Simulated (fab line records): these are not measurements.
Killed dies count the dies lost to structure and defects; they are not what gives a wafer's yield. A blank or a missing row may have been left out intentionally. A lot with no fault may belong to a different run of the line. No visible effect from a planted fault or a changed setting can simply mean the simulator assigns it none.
fab line records	flow sky130
[record] lots = 14	wafers = 42	last-day = 51
route steps=708 shown VIA3@587 CAP2M@605 VIA4@656
lots that met no fault: taken from a fault-free run of the same line
start-h: hours from the record's opening day to when the first of the lot's shown wafers began	wait-h: time in hours since the lot's previous step	" unchanged from the row above	L1.1+2: several wafers, shown together as one row	- no value, or no start given	* or withheld: withheld	< > ~ a bound
route shown NAME@n: names a module that has steps shown in the file, with the first one's number in the route	usual: the fault-free wafers' mean and standard deviation	same: alike in all rows	chamber/n: place in a boat	sites: readings site by site	_std_site: standard deviation across them	_edge_site: the outer-site mean with the inner-site mean subtracted	radius-mm: for every site, how far away it sits from the centre of the wafer	mask NAME#n: copy n	behind: the last tool/chamber to shape the wafer	hold: what put the lot on hold/how long, in hours/how the hold closed	device: names the non-switching transistor (n, p or np)	end of line: at the end of the route, the tests of the same wafers	a step without rows: its recipe alone	killed: count of dies lost to structure and defects at first sort (not the wafer's yield)	map: dies across one wafer; x = killed, . = not, _ = none there
set.NAME: the setting that was run; set.NAME@STEP: the one run at that earlier step	model.NAME: the simulator's own value behind a step, which no gauge read
steps of the route over a sample of lots; a table a step, a row a wafer
services: when a tool's chamber went out of use (start-h, in hours from the record's first day, below 0 if earlier), for how many hours, and the reason
[[steps]]
[step SKY_VIA3_ETCH_14]
[recipe] chemistry = N2/H2	target = BARC	ion-energy-ev = 200	source-w = 500	bias-w = 100	pressure-mtorr = 30	n2-flow-sccm = 100	h2-flow-sccm = 200	stop-on = SiO2	time-s = 45.9	target-depth-a = 600
[usual] drypump-motor-current-A = 5.5/0.37	h2-flow-sccm = 200.0/0.56	n2-flow-sccm = 100.0/0.3	oes-product-au = 0.855/0.0049	throttle-valve-pct = 13.225/0.0094
[same] time-s = 45.9
lot.wafer	tool	chamber	start-h	wait-h	drypump-motor-current-A	h2-flow-sccm	n2-flow-sccm	oes-product-au	rf-hours-counter-h	throttle-valve-pct
L297.1	rie-diel-02	1	923.66	0.0	6.0	199.7	100.4	0.857	24	13.222
L297.2	"	0	"	"	5.9	200.9	100.2	0.851	5	13.220
L297.3	"	3	"	"	5.7	199.7	99.9	0.853	11	13.224
L298.2	rie-diel-01	2	953.02	0.0	4.8	200.4	100.4	0.850	1	13.230
L298.3	"	3	"	"	5.9	200.9	100.0	0.854	18	13.216
L298.6	"	2	"	"	4.8	200.9	100.6	0.852	-	13.239
L299.1	rie-diel-03	2	954.56	0.0	5.7	200.3	100.1	0.850	12	13.214
L299.5	"	2	"	"	5.7	200.2	100.0	0.852	-	13.232
L299.6	"	3	"	"	5.1	199.4	99.8	0.851	-	13.226
L300.1	rie-diel-02	2	954.88	0.0	5.7	200.4	100.0	0.843	11	13.234
L300.4	"	1	"	"	6.0	200.3	99.8	0.848	24	13.230
L300.5	"	0	"	"	5.9	199.9	100.0	0.855	-	13.216
L302.3	rie-diel-03	2	955.57	0.0	5.6	200.1	100.3	0.861	12	13.226
L302.4	"	3	"	"	5.1	200.0	100.3	0.857	26	13.237
L302.5	"	2	"	"	5.6	199.3	100.1	0.853	-	13.230
L304.1	rie-diel-02	0	990.08	0.0	5.9	199.8	100.4	0.851	7	13.215
L304.3	"	3	"	"	5.8	199.2	99.9	0.853	13	13.238
L304.6	"	3	"	"	5.7	199.1	100.3	0.850	-	13.229
L305.2	rie-diel-03	3	992.26	0.0	5.1	200.5	100.3	0.852	27	13.221
L305.4	"	0	"	"	5.5	200.2	99.1	0.854	2	13.231
L305.5	"	1	"	"	5.3	200.0	99.8	0.851	-	13.229
L313.1	rie-diel-03	0	1038.72	0.0	5.4	200.0	100.2	0.853	3	13.227
L313.3	"	2	"	"	5.6	199.1	100.1	0.853	15	13.227
L313.4	"	1	"	"	5.3	200.7	100.6	0.853	-	13.237
L314.3	rie-diel-03	1	1042.37	0.0	5.2	199.7	100.0	0.858	19	13.228
L314.5	"	1	"	"	5.3	199.5	100.3	0.857	-	13.240
L314.6	"	2	"	"	5.7	199.9	100.5	0.864	-	13.235
L316.1	rie-diel-03	1	1065.33	0.0	5.3	200.8	100.3	0.856	20	13.215
L316.2	"	0	"	"	5.5	199.7	100.1	0.856	4	13.231
L316.3	"	2	"	"	5.6	200.3	99.9	0.853	16	13.230
L317.1	rie-diel-01	0	1068.77	0.0	6.3	201.5	100.1	0.862	23	13.218
L317.2	"	1	"	"	5.2	199.4	100.1	0.858	9	13.222
L317.3	"	2	"	"	4.7	200.6	99.7	0.855	5	13.231
L318.1	rie-diel-03	3	1082.12	0.0	5.1	199.9	100.3	0.860	1	13.231
L318.3	"	2	"	"	5.7	200.1	100.1	0.860	16	13.209
L318.6	"	1	"	"	5.2	201.1	100.1	0.852	-	13.217
L320.1	rie-diel-03	3	1105.32	0.0	5.1	200.5	99.7	0.856	1	13.244
L320.2	"	1	"	"	5.3	200.7	100.4	0.852	21	13.228
L320.4	"	2	"	"	5.7	199.0	100.3	0.859	17	13.212
L319.1	rie-diel-02	3	1105.67	0.0	5.7	199.9	100.1	0.857	17	13.222
L319.3	"	1	"	"	6.0	200.2	99.7	0.860	3	13.223
L319.4	"	2	"	"	5.7	200.1	99.8	0.855	15	13.245
[step SKY_CAP2M_SPUTTER_02]
[recipe] material = TiN	target-thk-nm = 200	temp-c = 300	power-w = 6500	time-s = 166.7	chamber-pressure-pa = 0.4
[usual] cathode-dc-power-W = 6500.1/1.2	chamber-pressure-pa = 0.4000/0.0009	substrate-temp-c = 300.03/0.2	throttle-valve-pct = 30.1/1.2
[same] time-s = 166.7
lot.wafer	tool	chamber	start-h	wait-h	cathode-dc-power-W	chamber-pressure-pa	substrate-temp-c	throttle-valve-pct
L297.1	pvd-sputter-04	-	925.56	0.1	6499.5	0.3979	300.15	29.8
L297.2	"	-	"	"	6500.0	0.3997	299.67	29.6
L297.3	"	-	"	"	6498.6	0.4001	300.10	31.3
L298.2	pvd-sputter-02	-	954.63	0.0	6502.8	0.3990	299.77	30.4
L298.3	"	-	"	"	6500.3	0.3998	300.03	28.8
L298.6	"	-	"	"	6498.7	0.4003	299.78	30.3
L299.1	pvd-sputter-04	-	956.21	0.1	6499.9	0.3998	300.14	31.0
L299.5	"	-	"	"	6499.6	0.4005	300.03	29.6
L299.6	"	-	"	"	6499.8	0.3992	300.23	31.3
L300.1	pvd-sputter-04	-	956.49	0.1	6498.3	0.3991	300.02	27.9
L300.4	"	-	"	"	6500.3	0.3998	299.99	29.8
L300.5	"	-	"	"	6498.7	0.3997	300.09	29.9
L302.3	pvd-sputter-02	-	957.24	0.0	6498.3	0.4005	300.08	28.7
L302.4	"	-	"	"	6500.8	0.3994	299.87	30.6
L302.5	"	-	"	"	6499.6	0.4002	299.96	28.8
L304.1	pvd-sputter-01	-	991.71	0.1	6499.2	0.4006	300.13	32.8
L304.3	"	-	"	"	6497.4	0.4002	299.92	30.7
L304.6	"	-	"	"	6498.6	0.4013	299.97	30.8
L305.2	pvd-sputter-02	-	993.86	0.0	6500.8	0.3991	299.92	30.5
L305.4	"	-	"	"	6498.5	0.4011	299.87	28.7
L305.5	"	-	"	"	6499.0	0.4004	299.81	30.5
L313.1	pvd-sputter-02	-	1040.50	0.1	6500.9	0.4003	300.16	29.0
L313.3	"	-	"	"	6499.3	0.3998	299.92	30.3
L313.4	"	-	"	"	6499.8	0.4013	299.89	31.6
L314.3	pvd-sputter-01	-	1044.07	0.0	6499.5	0.3997	300.37	30.9
L314.5	"	-	"	"	6499.1	0.4008	299.88	32.6
L314.6	"	-	"	"	6501.9	0.3990	300.52	29.4
L316.1	pvd-sputter-02	-	1067.51	0.1	6499.9	0.4011	299.99	30.5
L316.2	"	-	"	"	6501.1	0.3994	299.78	29.0
L316.3	"	-	"	"	6499.9	0.4019	299.70	31.6
L317.1	pvd-sputter-02	-	1070.57	0.1	6500.0	0.3997	300.10	30.2
L317.2	"	-	"	"	6499.4	0.3990	300.05	28.8
L317.3	"	-	"	"	6500.8	0.4004	300.12	30.7
L318.1	pvd-sputter-04	-	1083.71	0.1	6500.8	0.3995	299.85	30.0
L318.3	"	-	"	"	6500.5	0.3986	300.13	29.2
L318.6	"	-	"	"	6499.5	0.3999	299.92	29.9
L320.1	pvd-sputter-02	-	1107.04	0.1	6500.5	0.4006	300.00	30.4
L320.2	"	-	"	"	6499.5	0.3992	300.34	28.8
L320.4	"	-	"	"	6499.6	0.3993	300.02	31.7
L319.1	pvd-sputter-04	-	1107.31	0.1	6500.7	0.4014	300.26	29.6
L319.3	"	-	"	"	6500.5	0.4004	300.13	30.0
L319.4	"	-	"	"	6500.0	0.3983	300.28	27.8
[step SKY_CAP2M_METAL_ETCH_13]
[recipe] target-depth-nm = 220	stop-on = SiO2	chemistry = Cl2/BCl3	target = TiN	pressure-mtorr = 10	icp-w = 900	bias-w = 48.5	Cl2_flow_sccm = 60	bcl3-flow-sccm = 30	time-s = 62.9
[usual] drypump-motor-current-A = 6.0/0.4	oes-product-au = 0.943/0.007	throttle-valve-pct = 21.899/0.01
[same] time-s = 62.9
lot.wafer	tool	chamber	start-h	wait-h	drypump-motor-current-A	oes-product-au	rf-hours-counter-h	throttle-valve-pct
L297.1	rie-metal-01	1	950.56	0.0	6.2	0.943	6	21.907
L297.2	"	0	"	"	5.5	0.938	15	21.900
L297.3	"	0	"	"	5.5	0.936	-	21.876
L298.2	rie-metal-03	1	975.79	0.0	6.5	0.939	13	21.893
L298.3	"	1	"	"	6.5	0.958	-	21.896
L298.6	"	0	"	"	5.9	0.948	-	21.905
L299.1	rie-metal-02	1	977.01	0.0	5.3	0.953	8	21.877
L299.5	"	0	"	"	6.3	0.948	-	21.909
L299.6	"	1	"	"	5.3	0.939	-	21.891
L300.1	rie-metal-03	1	977.31	0.0	6.4	0.942	13	21.897
L300.4	"	0	"	"	5.9	0.945	-	21.891
L300.5	"	0	"	"	5.9	0.952	-	21.891
L302.3	rie-metal-01	1	978.88	0.0	6.2	0.939	-	21.899
L302.4	"	0	"	"	5.5	0.946	-	21.896
L302.5	"	0	"	"	5.5	0.946	-	21.888
L304.1	rie-metal-02	1	1014.14	0.0	5.3	0.944	9	21.905
L304.3	"	1	"	"	5.3	0.948	-	21.885
L304.6	"	1	"	"	5.3	0.952	-	21.888
L305.2	rie-metal-01	1	1017.04	0.0	6.2	0.943	9	21.891
L305.4	"	1	"	"	6.2	0.945	-	21.887
L305.5	"	1	"	"	6.2	0.951	-	21.888
L313.1	rie-metal-02	0	1061.91	0.0	6.3	0.943	17	21.908
L313.3	"	0	"	"	6.3	0.945	-	21.893
L313.4	"	0	"	"	6.3	0.943	-	21.902
L314.3	rie-metal-03	0	1065.82	0.0	5.9	0.938	-	21.907
L314.5	"	0	"	"	5.9	0.943	-	21.904
L314.6	"	1	"	"	6.4	0.939	-	21.908
L316.1	rie-metal-02	1	1088.55	0.0	5.3	0.951	13	21.886
L316.2	"	0	"	"	6.3	0.954	20	21.892
L316.3	"	1	"	"	5.3	0.944	-	21.883
L317.1	rie-metal-01	0	1091.55	0.0	5.5	0.948	23	21.897
L317.2	"	1	"	"	6.2	0.950	14	21.888
L317.3	"	1	"	"	6.2	0.942	-	21.889
L318.1	rie-metal-02	0	1104.65	0.0	6.3	0.942	21	21.903
L318.3	"	1	"	"	5.3	0.919	-	21.910
L318.6	"	1	"	"	5.3	0.936	-	21.889
L320.1	rie-metal-02	1	1126.05	0.0	5.3	0.944	16	21.899
L320.2	"	0	"	"	6.3	0.947	23	21.900
L320.4	"	1	"	"	5.3	0.945	-	21.898
L319.1	rie-metal-03	0	1126.35	0.0	5.9	0.943	15	21.905
L319.3	"	1	"	"	6.4	0.931	-	21.912
L319.4	"	0	"	"	5.9	0.944	-	21.912
[step SKY_VIA4_SPUTTER_17]
[recipe] material = TiN	target-thk-nm = 20	chamber-pressure-pa = 5	power-w = 4000	time-s = 80
[usual] cathode-dc-power-W = 4000.0/0.79	chamber-pressure-pa = 4.999/0.0096	throttle-valve-pct = 30.4/1.2	time-s = 80/0
lot.wafer	tool	chamber	start-h	wait-h	cathode-dc-power-W	chamber-pressure-pa	throttle-valve-pct	time-s
L297.1	pvd-sputter-03	-	998.76	0.0	3999.4	4.987	28.6	80
L297.2	"	-	"	"	4000.4	4.987	30.2	80
L297.3	"	-	"	"	4000.3	4.998	29.7	80
L298.2	pvd-sputter-04	-	1024.42	0.0	4000.4	4.999	27.9	80
L298.3	"	-	"	"	4000.6	5.003	31.4	80
L298.6	"	-	"	"	3998.8	4.992	31.0	80
L299.1	pvd-sputter-04	-	1024.75	0.0	4001.3	4.996	31.1	80
L299.5	"	-	"	"	4000.8	5.008	30.0	80
L299.6	"	-	"	"	4000.4	4.987	31.0	80
L300.1	pvd-sputter-03	-	1025.02	0.0	4000.1	4.994	31.3	80
L300.4	"	-	"	"	3999.6	5.006	28.7	80
L300.5	"	-	"	"	4000.5	4.993	30.5	80
L302.3	pvd-sputter-01	-	1026.86	0.0	4001.3	5.015	30.5	80
L302.4	"	-	"	"	3999.5	4.995	29.9	80
L302.5	"	-	"	"	4000.5	5.010	30.8	80
L304.1	pvd-sputter-03	-	1060.51	0.0	3999.8	5.000	29.8	80
L304.3	"	-	"	"	3999.3	4.986	30.0	80
L304.6	"	-	"	"	3999.3	5.015	31.1	80
L305.2	pvd-sputter-03	-	1064.71	0.0	4000.4	5.010	28.9	80
L305.4	"	-	"	"	4001.7	4.993	30.1	80
L305.5	"	-	"	"	3999.3	4.994	30.7	80
L313.1	pvd-sputter-01	-	1106.90	0.0	-	-	-	-
L313.3	"	-	"	"	-	-	-	-
L313.4	"	-	"	"	-	-	-	-
L314.3	pvd-sputter-03	-	1110.34	0.0	-	-	-	-
L314.5	"	-	"	"	-	-	-	-
L314.6	"	-	"	"	-	-	-	-
L316.1	pvd-sputter-03	-	1131.81	0.0	4000.3	5.012	28.8	80
L316.2	"	-	"	"	4000.1	4.999	30.0	80
L316.3	"	-	"	"	4000.6	4.977	31.0	80
L317.1	pvd-sputter-01	-	1134.54	0.0	4000.7	4.986	29.5	80
L317.2	"	-	"	"	4000.9	4.987	30.5	80
L317.3	"	-	"	"	3999.2	4.996	30.8	80
L318.1	pvd-sputter-01	-	1145.96	0.0	3999.6	5.009	30.4	80
L318.3	"	-	"	"	4000.8	4.994	29.6	80
L318.6	"	-	"	"	4000.2	5.001	32.4	80
L320.1	pvd-sputter-03	-	1164.86	0.0	3999.8	5.004	31.1	80
L320.2	"	-	"	"	3999.2	5.012	28.5	80
L320.4	"	-	"	"	4000.2	5.002	29.8	80
L319.1	pvd-sputter-01	-	1165.97	0.0	4000.9	5.010	32.7	80
L319.3	"	-	"	"	3999.7	5.006	30.9	80
L319.4	"	-	"	"	4000.0	5.007	29.6	80
[[services]]
tool	chamber	start-h	hours	kind
rie-metal-03	-	926.66	0.4	repair
pvd-sputter-02	-	939.26	2.4	repair
rie-metal-02	1	947.03	5.7	repair
rie-metal-02	0	951.45	15.9	repair
rie-metal-01	-	975.79	2.8	pm
pvd-sputter-03	-	994.98	2.5	repair
pvd-sputter-04	-	996.36	1.7	repair
rie-diel-02	2	997.15	39.1	repair
rie-diel-01	1	998.48	5.4	repair
rie-diel-02	3	999.02	12.0	repair
rie-diel-03	0	999.60	4.5	repair
rie-diel-01	3	1003.24	3.0	repair
rie-diel-03	-	1015.22	0.9	repair
rie-diel-02	-	1019.65	1.0	repair
rie-diel-02	-	1043.35	2.1	repair
rie-metal-02	1	1055.97	22.8	repair
rie-metal-03	1	1058.82	4.3	repair
pvd-sputter-02	-	1086.25	9.4	repair
pvd-sputter-03	-	1093.89	1.9	repair
rie-metal-03	-	1109.04	0.6	repair
pvd-sputter-01	-	1120.24	9.3	repair
rie-metal-01	-	1145.25	0.6	repair
rie-metal-01	-	1157.06	1.4	pm
rie-metal-02	-	1163.65	15.6	pm
[[key]]
[first-sign] step = SKY_VIA4_SPUTTER_17	reading = tool-record	direction = missing
effect none on later readings
met-at SKY_VIA4_SPUTTER_17
struck-lots L313,L314
later-rows-left-out L313.1,L313.3,L313.4,L314.3,L314.5,L314.6
sort-left-out L313.1,L313.3,L313.4,L314.3,L314.5,L314.6
not-acting-at SKY_VIA3_ETCH_14,SKY_CAP2M_SPUTTER_02,SKY_CAP2M_METAL_ETCH_13
onset-between 1064.71 1106.90
[fault] kind = skipped-step-whole	tool = pvd-sputter-01,pvd-sputter-03	chamber = -	onset-h = 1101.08	steps = SKY_VIA4_SPUTTER_17	scope = struck-lots-only
// sort-left-out: the simulated sort isn't trusted on such a fault, so these wafers' sort isn't shown, and their yield isn't known
// later-rows-left-out: the simulator's readings of these wafers behind a module that went badly wrong aren't trusted and aren't shown, but for the sort
